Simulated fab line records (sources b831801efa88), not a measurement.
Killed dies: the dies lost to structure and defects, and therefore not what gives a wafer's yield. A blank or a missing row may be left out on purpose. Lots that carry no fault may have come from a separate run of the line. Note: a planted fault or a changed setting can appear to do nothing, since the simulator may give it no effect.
fab line records :: flow sky130
record:
  lots: 7
  wafers: 21
  last_day: 51
route steps=708 shown LDD_HVP@282 LDD_LDN@289
lots untouched by any fault: they come from a run of this same line in which no faults occurred
start_h: the number of hours between the record's first day and the start of the first shown wafer of the lot :: wait_h: hours from the lot's prior step to this one :: " as in the row above :: L1.1+2: a single row standing in for several wafers :: - no value present, or no start provided :: * or withheld: withheld :: < > ~ a bound
route shown NAME@n: a module of which the file shows steps, and the number in the route of the first :: usual: mean/standard deviation of fault-free wafers :: same: alike in all rows :: chamber/n: place in a boat :: sites: readings site by site :: _std_site: standard deviation across them :: _edge_site: mean of outer sites minus mean of inner sites :: radius_mm: for every site, how far away it sits from the centre of the wafer :: mask NAME#n: copy n :: behind: tool/chamber where the wafer was last shaped :: hold: why the lot was held/for how many hours/how that ended :: device: which transistor (n, p or np) failed to switch :: end of line: tests run on the same wafers once the route is complete :: a step without rows: its recipe alone :: killed: count of dies lost to structure and defects at first sort (not the wafer's yield) :: map: per-die view of a wafer (x killed, . not killed, _ where there is no die)
set.NAME: the setting the step ran with; set.NAME@STEP: the setting that earlier step ran with :: model.NAME: the simulator's own value behind a step, which no gauge read
certain route steps with their lots: each step a table, each wafer a row
services: from which hour (start_h, from the record's first day; less than 0 if before it) a tool's chamber was out of use, for how many hours, and why
== steps ==
step: SKY_LDD_HVP_EXPOSE_04
recipe:
  mask_id: HVPTM
  na: 0.6
  source_shape: conventional
  sigma_outer: 0.6
  polarization: unpolarized
  target_cd_nm: 700
  dose_mj: 86
step: SKY_LDD_HVP_PEB_05
recipe:
  temp_c: withheld
  time_s: *
  resist: NOVOLAK
step: SKY_LDD_HVP_DEVELOP_06
recipe:
  resist: NOVOLAK
  developer: TMAH
  develop_time_s: 60
  dev_temp_c: 23
step: SKY_LDD_HVP_OVL_MEAS_07
usual:
  LDD_HVP_OVL: -0.6/1.3
lot.wafer: L973.1
tool: overlay-02
chamber: -
start_h: 577.02
wait_h: 0.1
LDD_HVP_OVL[nm]: -1.2

lot.wafer: L973.2
tool: overlay-02
chamber: -
start_h: 577.02
wait_h: 0.1
LDD_HVP_OVL[nm]: -1.4

lot.wafer: L973.3
tool: overlay-02
chamber: -
start_h: 577.02
wait_h: 0.1
LDD_HVP_OVL[nm]: -0.7

lot.wafer: L976.1
tool: overlay-02
chamber: -
start_h: 605.29
wait_h: 0.1
LDD_HVP_OVL[nm]: 1.3

lot.wafer: L976.4
tool: overlay-02
chamber: -
start_h: 605.29
wait_h: 0.1
LDD_HVP_OVL[nm]: 1.0

lot.wafer: L976.6
tool: overlay-02
chamber: -
start_h: 605.29
wait_h: 0.1
LDD_HVP_OVL[nm]: 1.3

lot.wafer: L981.1
tool: overlay-02
chamber: -
start_h: 643.57
wait_h: 0.1
LDD_HVP_OVL[nm]: 0.1

lot.wafer: L981.2
tool: overlay-02
chamber: -
start_h: 643.57
wait_h: 0.1
LDD_HVP_OVL[nm]: -1.0

lot.wafer: L981.5
tool: overlay-02
chamber: -
start_h: 643.57
wait_h: 0.1
LDD_HVP_OVL[nm]: 0.5

lot.wafer: L982.1
tool: overlay-02
chamber: -
start_h: 645.38
wait_h: 0.1
LDD_HVP_OVL[nm]: 2.6

lot.wafer: L982.2
tool: overlay-02
chamber: -
start_h: 645.38
wait_h: 0.1
LDD_HVP_OVL[nm]: 1.4

lot.wafer: L982.6
tool: overlay-02
chamber: -
start_h: 645.38
wait_h: 0.1
LDD_HVP_OVL[nm]: 2.9

lot.wafer: L983.1
tool: overlay-01
chamber: -
start_h: 655.78
wait_h: 0.1
LDD_HVP_OVL[nm]: -0.8

lot.wafer: L983.3
tool: overlay-01
chamber: -
start_h: 655.78
wait_h: 0.1
LDD_HVP_OVL[nm]: 0.4

lot.wafer: L983.5
tool: overlay-01
chamber: -
start_h: 655.78
wait_h: 0.1
LDD_HVP_OVL[nm]: -0.2

lot.wafer: L985.1
tool: overlay-01
chamber: -
start_h: 666.02
wait_h: 0.1
LDD_HVP_OVL[nm]: -0.7

lot.wafer: L985.2
tool: overlay-01
chamber: -
start_h: 666.02
wait_h: 0.1
LDD_HVP_OVL[nm]: -0.6

lot.wafer: L985.6
tool: overlay-01
chamber: -
start_h: 666.02
wait_h: 0.1
LDD_HVP_OVL[nm]: -0.9

lot.wafer: L988.3
tool: overlay-02
chamber: -
start_h: 717.10
wait_h: 0.1
LDD_HVP_OVL[nm]: -2.2

lot.wafer: L988.4
tool: overlay-02
chamber: -
start_h: 717.10
wait_h: 0.1
LDD_HVP_OVL[nm]: -1.0

lot.wafer: L988.5
tool: overlay-02
chamber: -
start_h: 717.10
wait_h: 0.1
LDD_HVP_OVL[nm]: -1.1
step: SKY_LDD_HVP_IMPLANT_08
recipe:
  species: B
  energy_kev: 20
  dose_cm2: 1.7e+13
  tilt_deg: 17.9
step: SKY_LDD_HVP_STRIP_09
recipe:
  chemistry: O2/N2
  power_w: 1400
  pressure_mtorr: 1500
  platen_temp_c: withheld
  o2_flow_sccm: 3000
  n2_flow_sccm: 300
  overash_fraction: 0.5
usual:
  drypump_motor_current_A: 6.0/0.41
  oes_product_au: 0.408/0.0043
  strip_time_to_endpoint_s: 4.128/0.015
lot.wafer: L973.1
tool: plasma_asher-03
chamber: 1
start_h: 577.20
wait_h: 0.1
drypump_motor_current_A: 5.4
oes_product_au: 0.413
rf_hours_counter_h: 85
strip_time_to_endpoint_s: 4.113

lot.wafer: L973.2
tool: plasma_asher-03
chamber: 0
start_h: 577.20
wait_h: 0.1
drypump_motor_current_A: 6.6
oes_product_au: 0.408
rf_hours_counter_h: 85
strip_time_to_endpoint_s: 4.104

lot.wafer: L973.3
tool: plasma_asher-03
chamber: 1
start_h: 577.20
wait_h: 0.1
drypump_motor_current_A: 5.4
oes_product_au: 0.409
rf_hours_counter_h: -
strip_time_to_endpoint_s: 4.117

lot.wafer: L976.1
tool: plasma_asher-03
chamber: 1
start_h: 605.47
wait_h: 0.1
drypump_motor_current_A: 5.4
oes_product_au: 0.409
rf_hours_counter_h: 88
strip_time_to_endpoint_s: 4.152

lot.wafer: L976.4
tool: plasma_asher-03
chamber: 0
start_h: 605.47
wait_h: 0.1
drypump_motor_current_A: 6.6
oes_product_au: 0.406
rf_hours_counter_h: -
strip_time_to_endpoint_s: 4.130

lot.wafer: L976.6
tool: plasma_asher-03
chamber: 1
start_h: 605.47
wait_h: 0.1
drypump_motor_current_A: 5.4
oes_product_au: 0.403
rf_hours_counter_h: -
strip_time_to_endpoint_s: 4.135

lot.wafer: L981.1
tool: plasma_asher-03
chamber: 1
start_h: 643.75
wait_h: 0.1
drypump_motor_current_A: 5.5
oes_product_au: 0.408
rf_hours_counter_h: 92
strip_time_to_endpoint_s: 4.164

lot.wafer: L981.2
tool: plasma_asher-03
chamber: 0
start_h: 643.75
wait_h: 0.1
drypump_motor_current_A: 6.6
oes_product_au: 0.405
rf_hours_counter_h: 92
strip_time_to_endpoint_s: 4.139

lot.wafer: L981.5
tool: plasma_asher-03
chamber: 0
start_h: 643.75
wait_h: 0.1
drypump_motor_current_A: 6.6
oes_product_au: 0.400
rf_hours_counter_h: -
strip_time_to_endpoint_s: 4.129

lot.wafer: L982.1
tool: plasma_asher-03
chamber: 0
start_h: 645.57
wait_h: 0.1
drypump_motor_current_A: 6.6
oes_product_au: 0.408
rf_hours_counter_h: 92
strip_time_to_endpoint_s: 4.125

lot.wafer: L982.2
tool: plasma_asher-03
chamber: 1
start_h: 645.57
wait_h: 0.1
drypump_motor_current_A: 5.4
oes_product_au: 0.414
rf_hours_counter_h: 92
strip_time_to_endpoint_s: 4.130

lot.wafer: L982.6
tool: plasma_asher-03
chamber: 1
start_h: 645.57
wait_h: 0.1
drypump_motor_current_A: 5.5
oes_product_au: 0.422
rf_hours_counter_h: -
strip_time_to_endpoint_s: 4.142

lot.wafer: L983.1
tool: plasma_asher-02
chamber: 1
start_h: 655.97
wait_h: 0.1
drypump_motor_current_A: 5.8
oes_product_au: 0.411
rf_hours_counter_h: 54
strip_time_to_endpoint_s: 4.134

lot.wafer: L983.3
tool: plasma_asher-02
chamber: 1
start_h: 655.97
wait_h: 0.1
drypump_motor_current_A: 5.8
oes_product_au: 0.406
rf_hours_counter_h: -
strip_time_to_endpoint_s: 4.175

lot.wafer: L983.5
tool: plasma_asher-02
chamber: 0
start_h: 655.97
wait_h: 0.1
drypump_motor_current_A: 6.3
oes_product_au: 0.404
rf_hours_counter_h: -
strip_time_to_endpoint_s: 4.145

lot.wafer: L985.1
tool: plasma_asher-02
chamber: 0
start_h: 666.20
wait_h: 0.1
drypump_motor_current_A: 6.3
oes_product_au: 0.413
rf_hours_counter_h: 55
strip_time_to_endpoint_s: 4.144

lot.wafer: L985.2
tool: plasma_asher-02
chamber: 1
start_h: 666.20
wait_h: 0.1
drypump_motor_current_A: 5.8
oes_product_au: 0.405
rf_hours_counter_h: 55
strip_time_to_endpoint_s: 4.150

lot.wafer: L985.6
tool: plasma_asher-02
chamber: 1
start_h: 666.20
wait_h: 0.1
drypump_motor_current_A: 5.8
oes_product_au: 0.404
rf_hours_counter_h: -
strip_time_to_endpoint_s: 4.129

lot.wafer: L988.3
tool: plasma_asher-03
chamber: 1
start_h: 717.30
wait_h: 0.1
drypump_motor_current_A: 5.4
oes_product_au: 0.410
rf_hours_counter_h: -
strip_time_to_endpoint_s: 4.144

lot.wafer: L988.4
tool: plasma_asher-03
chamber: 0
start_h: 717.30
wait_h: 0.1
drypump_motor_current_A: 6.6
oes_product_au: 0.407
rf_hours_counter_h: -
strip_time_to_endpoint_s: 4.138

lot.wafer: L988.5
tool: plasma_asher-03
chamber: 1
start_h: 717.30
wait_h: 0.1
drypump_motor_current_A: 5.5
oes_product_au: 0.419
rf_hours_counter_h: -
strip_time_to_endpoint_s: 4.138
step: SKY_LDD_HVP_TW_MEAS_10
usual:
  LDD_HVP_TW: 455/5.3
lot.wafer: L973.1
tool: film_metro-02
chamber: -
start_h: 577.30
wait_h: 0.1
LDD_HVP_TW: 458

lot.wafer: L973.2
tool: film_metro-02
chamber: -
start_h: 577.30
wait_h: 0.1
LDD_HVP_TW: 457

lot.wafer: L973.3
tool: film_metro-02
chamber: -
start_h: 577.30
wait_h: 0.1
LDD_HVP_TW: 458

lot.wafer: L976.1
tool: film_metro-02
chamber: -
start_h: 605.57
wait_h: 0.1
LDD_HVP_TW: 462

lot.wafer: L976.4
tool: film_metro-02
chamber: -
start_h: 605.57
wait_h: 0.1
LDD_HVP_TW: 459

lot.wafer: L976.6
tool: film_metro-02
chamber: -
start_h: 605.57
wait_h: 0.1
LDD_HVP_TW: 460

lot.wafer: L981.1
tool: film_metro-02
chamber: -
start_h: 643.85
wait_h: 0.1
LDD_HVP_TW: 462

lot.wafer: L981.2
tool: film_metro-02
chamber: -
start_h: 643.85
wait_h: 0.1
LDD_HVP_TW: 459

lot.wafer: L981.5
tool: film_metro-02
chamber: -
start_h: 643.85
wait_h: 0.1
LDD_HVP_TW: 461

lot.wafer: L982.1
tool: film_metro-01
chamber: -
start_h: 645.67
wait_h: 0.1
LDD_HVP_TW: 451

lot.wafer: L982.2
tool: film_metro-01
chamber: -
start_h: 645.67
wait_h: 0.1
LDD_HVP_TW: 453

lot.wafer: L982.6
tool: film_metro-01
chamber: -
start_h: 645.67
wait_h: 0.1
LDD_HVP_TW: 453

lot.wafer: L983.1
tool: film_metro-01
chamber: -
start_h: 656.07
wait_h: 0.1
LDD_HVP_TW: 450

lot.wafer: L983.3
tool: film_metro-01
chamber: -
start_h: 656.07
wait_h: 0.1
LDD_HVP_TW: 451

lot.wafer: L983.5
tool: film_metro-01
chamber: -
start_h: 656.07
wait_h: 0.1
LDD_HVP_TW: 451

lot.wafer: L985.1
tool: film_metro-01
chamber: -
start_h: 666.30
wait_h: 0.1
LDD_HVP_TW: 449

lot.wafer: L985.2
tool: film_metro-01
chamber: -
start_h: 666.30
wait_h: 0.1
LDD_HVP_TW: 452

lot.wafer: L985.6
tool: film_metro-01
chamber: -
start_h: 666.30
wait_h: 0.1
LDD_HVP_TW: 450

lot.wafer: L988.3
tool: film_metro-02
chamber: -
start_h: 717.39
wait_h: 0.1
LDD_HVP_TW: 460

lot.wafer: L988.4
tool: film_metro-02
chamber: -
start_h: 717.39
wait_h: 0.1
LDD_HVP_TW: 460

lot.wafer: L988.5
tool: film_metro-02
chamber: -
start_h: 717.39
wait_h: 0.1
LDD_HVP_TW: 459
step: SKY_LDD_LDN_DEHYDRATE_00
recipe:
  temp_c: 200
  time_s: 60
step: SKY_LDD_LDN_HMDS_01
recipe:
  prime_time_s: 60
  prime_temp_c: 120
step: SKY_LDD_LDN_COAT_02
recipe:
  resist: NOVOLAK
  spin_rpm: 3000
  resist_thk_nm: 1140
step: SKY_LDD_LDN_SOFTBAKE_03
recipe:
  temp_c: 90
  time_s: 60
  resist: NOVOLAK
step: SKY_LDD_LDN_EXPOSE_04
recipe:
  mask_id: LDNTM
  na: 0.6
  source_shape: conventional
  sigma_outer: 0.6
  polarization: unpolarized
  target_cd_nm: 700
  dose_mj: 140
step: SKY_LDD_LDN_PEB_05
recipe:
  temp_c: withheld
  time_s: *
  resist: NOVOLAK
usual:
  chill_plate_temp_C: *
  exhaust_pa: 45.0/0.85
lot.wafer: L973.1
tool: litho_track-03
chamber: 0
start_h: 607.27
wait_h: -
chill_plate_temp_C: *
exhaust_pa: 45.2

lot.wafer: L973.2
tool: litho_track-03
chamber: 0
start_h: 607.27
wait_h: -
chill_plate_temp_C: *
exhaust_pa: 44.0

lot.wafer: L973.3
tool: litho_track-03
chamber: 0
start_h: 607.27
wait_h: -
chill_plate_temp_C: *
exhaust_pa: 44.5

lot.wafer: L976.1
tool: litho_track-04
chamber: 0
start_h: 635.04
wait_h: -
chill_plate_temp_C: *
exhaust_pa: 46.2

lot.wafer: L976.4
tool: litho_track-04
chamber: 0
start_h: 635.04
wait_h: -
chill_plate_temp_C: *
exhaust_pa: 45.6

lot.wafer: L976.6
tool: litho_track-04
chamber: 0
start_h: 635.04
wait_h: -
chill_plate_temp_C: *
exhaust_pa: 45.5

lot.wafer: L981.1
tool: litho_track-04
chamber: -
start_h: 671.69
wait_h: -
chill_plate_temp_C: -
exhaust_pa: -

lot.wafer: L981.2
tool: litho_track-04
chamber: -
start_h: 671.69
wait_h: -
chill_plate_temp_C: -
exhaust_pa: -

lot.wafer: L981.5
tool: litho_track-04
chamber: -
start_h: 671.69
wait_h: -
chill_plate_temp_C: -
exhaust_pa: -

lot.wafer: L982.1
tool: litho_track-03
chamber: -
start_h: 673.02
wait_h: -
chill_plate_temp_C: -
exhaust_pa: -

lot.wafer: L982.2
tool: litho_track-03
chamber: -
start_h: 673.02
wait_h: -
chill_plate_temp_C: -
exhaust_pa: -

lot.wafer: L982.6
tool: litho_track-03
chamber: -
start_h: 673.02
wait_h: -
chill_plate_temp_C: -
exhaust_pa: -

lot.wafer: L983.1
tool: litho_track-04
chamber: -
start_h: 684.44
wait_h: -
chill_plate_temp_C: -
exhaust_pa: -

lot.wafer: L983.3
tool: litho_track-04
chamber: -
start_h: 684.44
wait_h: -
chill_plate_temp_C: -
exhaust_pa: -

lot.wafer: L983.5
tool: litho_track-04
chamber: -
start_h: 684.44
wait_h: -
chill_plate_temp_C: -
exhaust_pa: -

lot.wafer: L985.1
tool: litho_track-01
chamber: 0
start_h: 694.08
wait_h: -
chill_plate_temp_C: *
exhaust_pa: 46.4

lot.wafer: L985.2
tool: litho_track-01
chamber: 0
start_h: 694.08
wait_h: -
chill_plate_temp_C: *
exhaust_pa: 46.1

lot.wafer: L985.6
tool: litho_track-01
chamber: 0
start_h: 694.08
wait_h: -
chill_plate_temp_C: *
exhaust_pa: 46.5

lot.wafer: L988.3
tool: litho_track-04
chamber: 0
start_h: 744.54
wait_h: -
chill_plate_temp_C: *
exhaust_pa: 45.6

lot.wafer: L988.4
tool: litho_track-04
chamber: 0
start_h: 744.54
wait_h: -
chill_plate_temp_C: *
exhaust_pa: 44.5

lot.wafer: L988.5
tool: litho_track-04
chamber: 0
start_h: 744.54
wait_h: -
chill_plate_temp_C: *
exhaust_pa: 45.9
step: SKY_LDD_LDN_DEVELOP_06
recipe:
  resist: NOVOLAK
  developer: TMAH
  develop_time_s: 60
  dev_temp_c: 23
== services ==
tool: plasma_asher-03
chamber: -
start_h: 649.88
hours: 4.2
kind: repair

tool: plasma_asher-02
chamber: -
start_h: 688.67
hours: 2.8
kind: pm

tool: plasma_asher-03
chamber: -
start_h: 733.75
hours: 9.0
kind: pm

tool: plasma_asher-03
chamber: 0
start_h: 733.75
hours: 9.0
kind: vent_cycle

tool: plasma_asher-03
chamber: 1
start_h: 733.75
hours: 9.0
kind: vent_cycle

tool: plasma_asher-03
chamber: 0
start_h: 742.75
hours: -
kind: clean

tool: plasma_asher-03
chamber: 1
start_h: 742.75
hours: -
kind: clean
== key ==
first_sign:
  step: SKY_LDD_LDN_PEB_05
  reading: tool_record
  direction: missing
effect none on later readings
met_at SKY_LDD_LDN_PEB_05
struck_wafers L981.1,L981.2,L981.5,L982.1,L982.2,L982.6,L983.1,L983.3,L983.5
sort_left_out L981.1,L981.2,L981.5,L982.1,L982.2,L982.6,L983.1,L983.3,L983.5
tester_left_out L981,L982,L983
onset_between 635.04 671.69
fault:
  kind: skipped_step_whole
  tool: litho_track-03,litho_track-04
  chamber: -
  onset_h: 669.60
  steps: SKY_LDD_LDN_PEB_05
  scope: struck_lots_only
tester_left_out: of these lots the tester's yield and bins aren't shown, on N5 and GAA mostly nor the transistor test; their killed dies are dies lost to structure and defects alone, not to doping, threshold or leakage, so they don't give the yield
sort_left_out: the simulated sort isn't trusted on such a fault, so these wafers' sort isn't shown, and their yield isn't known
